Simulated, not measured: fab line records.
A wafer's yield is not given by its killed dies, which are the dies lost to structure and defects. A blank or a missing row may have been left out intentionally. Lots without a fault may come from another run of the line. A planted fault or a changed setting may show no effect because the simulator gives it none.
Matching of chambers / flow gf180mcu / hdpcvd-02 running GF_V4_CVD_00: 3 sister chambers
The step deposits SiO2, target thk 600 nm, time 100 s. 6 wafers are shown with their chamber, then 7 later ones without.

## EACH WAFER AND ITS CHAMBER
wafer=L209.6; chamber=1; sih4_flow_sccm (sccm)=60.08
wafer=L210.1; chamber=2; sih4_flow_sccm (sccm)=59.51
wafer=L210.2; chamber=1; sih4_flow_sccm (sccm)=60.02
wafer=L210.3; chamber=0; sih4_flow_sccm (sccm)=60.35
wafer=L211.3; chamber=0; sih4_flow_sccm (sccm)=60.03
wafer=L211.4; chamber=2; sih4_flow_sccm (sccm)=60.27

## WAFERS MISSING THEIR CHAMBER
wafer=L211.6; sih4_flow_sccm (sccm)=60.18
wafer=L213.2; sih4_flow_sccm (sccm)=59.85
wafer=L213.5; sih4_flow_sccm (sccm)=60.25
wafer=L213.6; sih4_flow_sccm (sccm)=60.16
wafer=L214.2; sih4_flow_sccm (sccm)=60.01
wafer=L214.4; sih4_flow_sccm (sccm)=60.07
wafer=L214.5; sih4_flow_sccm (sccm)=59.98

## WHICH CHAMBER EACH WENT THROUGH
wafer=L211.6; from the rows above=can't be placed: 0 or 1 or 2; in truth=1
wafer=L213.2; from the rows above=can't be placed: 2 or 1 or 0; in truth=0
wafer=L213.5; from the rows above=can't be placed: 0 or 1 or 2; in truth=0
wafer=L213.6; from the rows above=can't be placed: 0 or 1 or 2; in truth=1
wafer=L214.2; from the rows above=can't be placed: 1 or 2 or 0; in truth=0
wafer=L214.4; from the rows above=can't be placed: 1 or 0 or 2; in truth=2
wafer=L214.5; from the rows above=can't be placed: 1 or 2 or 0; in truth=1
0 of 7 placed correctly. Cannot be placed on the basis of these rows: 7; the candidates contain the true chamber in 7. Number placed wrongly: 0.
How it was worked out, from the rows above alone: a wafer's distance from a chamber is the root of the sum, over the readings, of the square of ((its reading less the chamber's mean) divided by the reading's scatter). The wafer belongs to the nearest chamber; if the next one is less than 2 further off, it can't be placed. For every chamber, the mean is computed from those of its wafers that are shown. How the scatter is found: for the shown wafers, subtract from each reading the mean of its chamber, square and add these, divide the total by (wafers less chambers), then take the root.
